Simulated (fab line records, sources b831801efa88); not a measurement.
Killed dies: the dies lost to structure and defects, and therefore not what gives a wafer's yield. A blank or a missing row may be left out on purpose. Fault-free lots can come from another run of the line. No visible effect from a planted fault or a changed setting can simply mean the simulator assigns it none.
Check of tool commonality ; flow gf180mcu ; 12 lots, 36 wafers sampled

== THE REASON FOR OPENING IT ==
2 of 12 lots carry a flag on the reading NWELL_RS at GF_VT_IMPLANT_RS_MEAS_47. Wafers without a fault read 487.8 ohm/sq, standard deviation 1.4.
Rule: a lot is flagged when every wafer of it that has a number lies more than 4 standard deviations from that mean, or none has a number. All remaining lots are regarded as sound.

lot;measured;on;NWELL_RS (ohm/sq), wafer by wafer;flag
L498;day 7 10:58;film-metro-01;486.8 485.7 486.9;
L500;day 8 03:05;film-metro-03;486.5 485.9 486.6;
L501;day 8 11:20;film-metro-04;487.9 487.6 487.3;
L502;day 8 16:16;film-metro-03;485.9 487.6 486.5;
L507;day 10 04:40;film-metro-01;479.6 477.5 478.3;FLAGGED
L508;day 10 09:56;film-metro-03;475.4 475.7 474.7;FLAGGED
L512;day 11 09:46;film-metro-03;489.7 490.2 489.9;
L514;day 11 22:36;film-metro-03;489.3 489.1 489.6;
L517;day 12 21:34;film-metro-03;485.3 485.3 486.1;
L519;day 13 13:01;film-metro-04;489.1 489.6 488.2;
L520;day 13 18:44;film-metro-04;485.4 487.1 486.8;
L521;day 13 23:18;film-metro-04;489.1 488.8 490.5;
The mean of the flagged lots' numbers is 476.9 ohm/sq, -10.9 ohm/sq from the usual (-8 standard deviations).

== LOT BY LOT: THE TOOL USED ==
Before the reading, the record contains 2 process steps out of a 602-step route. Each cell gives the tool, then ch followed by the chambers the sampled wafers passed through, then the start.
lot;flag;GF_NWELL_IMPLANT_08;GF_VT_IMPLANT_STRIP_20
L498;;implanter-02 ch 0, day 3 06:47;plasma-asher-03 ch 0,1, day 6 03:32
L500;;implanter-03 ch 0, day 3 17:27;plasma-asher-02 ch 0,1, day 6 18:16
L501;;implanter-01 ch 0, day 4 00:25;plasma-asher-03 ch 0,1, day 7 01:41
L502;;implanter-01 ch 0, day 4 05:14;plasma-asher-03 ch 0,1, day 7 06:16
L507;FLAGGED;implanter-01 ch 0, day 5 11:04;plasma-asher-02 ch 0,1, day 8 17:32
L508;FLAGGED;implanter-01 ch 0, day 5 14:58;plasma-asher-02 ch 0,1, day 8 22:46
L512;;implanter-03 ch 0, day 6 11:16;plasma-asher-03 ch 0,1, day 9 22:19
L514;;implanter-03 ch 0, day 6 21:01;plasma-asher-03 ch 0,1, day 10 09:37
L517;;implanter-02 ch 0, day 7 14:57;plasma-asher-01 ch 0,1, day 11 06:25
L519;;implanter-03 ch 0, day 8 03:47;plasma-asher-02 ch 0,1, day 11 21:52
L520;;implanter-02 ch 0, day 8 08:09;plasma-asher-01 ch 0,1, day 12 02:46
L521;;implanter-01 ch 0, day 8 12:55;plasma-asher-01 ch 0,1, day 12 07:43
What the steps here do:
- GF_NWELL_IMPLANT_08
- GF_VT_IMPLANT_STRIP_20: strips in O2/N2.
- GF_VT_IMPLANT_RS_MEAS_47: measures by four-point-probe.

== FLAGGED OVER TOTAL, TOOL BY TOOL (the gauges that took the reading come last) ==
step;tool;lots run;flagged;share of the flagged lots;sound lots run after its first flagged lot
GF_NWELL_IMPLANT_08;implanter-01;5;2;all;1 (L521)
GF_NWELL_IMPLANT_08;implanter-02;3;0;none;-
GF_NWELL_IMPLANT_08;implanter-03;4;0;none;-
GF_VT_IMPLANT_STRIP_20;plasma-asher-01;3;0;none;-
GF_VT_IMPLANT_STRIP_20;plasma-asher-02;4;2;all;1 (L519)
GF_VT_IMPLANT_STRIP_20;plasma-asher-03;5;0;none;-
GF_VT_IMPLANT_RS_MEAS_47;film-metro-01;2;1;some;0
GF_VT_IMPLANT_RS_MEAS_47;film-metro-03;6;1;some;3 (L512,L514,L517)
GF_VT_IMPLANT_RS_MEAS_47;film-metro-04;4;0;none;-

== WHAT IS ALLOWED BY THE TABLE ==
Rows of the table that ran all the flagged lots, 2 in number: implanter-01 at GF_NWELL_IMPLANT_08; plasma-asher-02 at GF_VT_IMPLANT_STRIP_20.
- implanter-01 at GF_NWELL_IMPLANT_08 ran 5 lots, 2 of them flagged. Sound lots ran on it after the first flagged one (L521), which a lasting fault on the whole tool wouldn't allow. Its own readings (beam-energy-keV) fall more than 4 standard deviations out on all wafers of the flagged lots.
- plasma-asher-02 at GF_VT_IMPLANT_STRIP_20 ran 4 lots, 2 of them flagged. Sound lots ran on it after the first flagged one (L519), which a lasting fault on the whole tool wouldn't allow.
Every row of the table either missed a flagged lot or ran a sound lot after the first.

== WHAT WAS PUT IN BY THE SIMULATOR ==
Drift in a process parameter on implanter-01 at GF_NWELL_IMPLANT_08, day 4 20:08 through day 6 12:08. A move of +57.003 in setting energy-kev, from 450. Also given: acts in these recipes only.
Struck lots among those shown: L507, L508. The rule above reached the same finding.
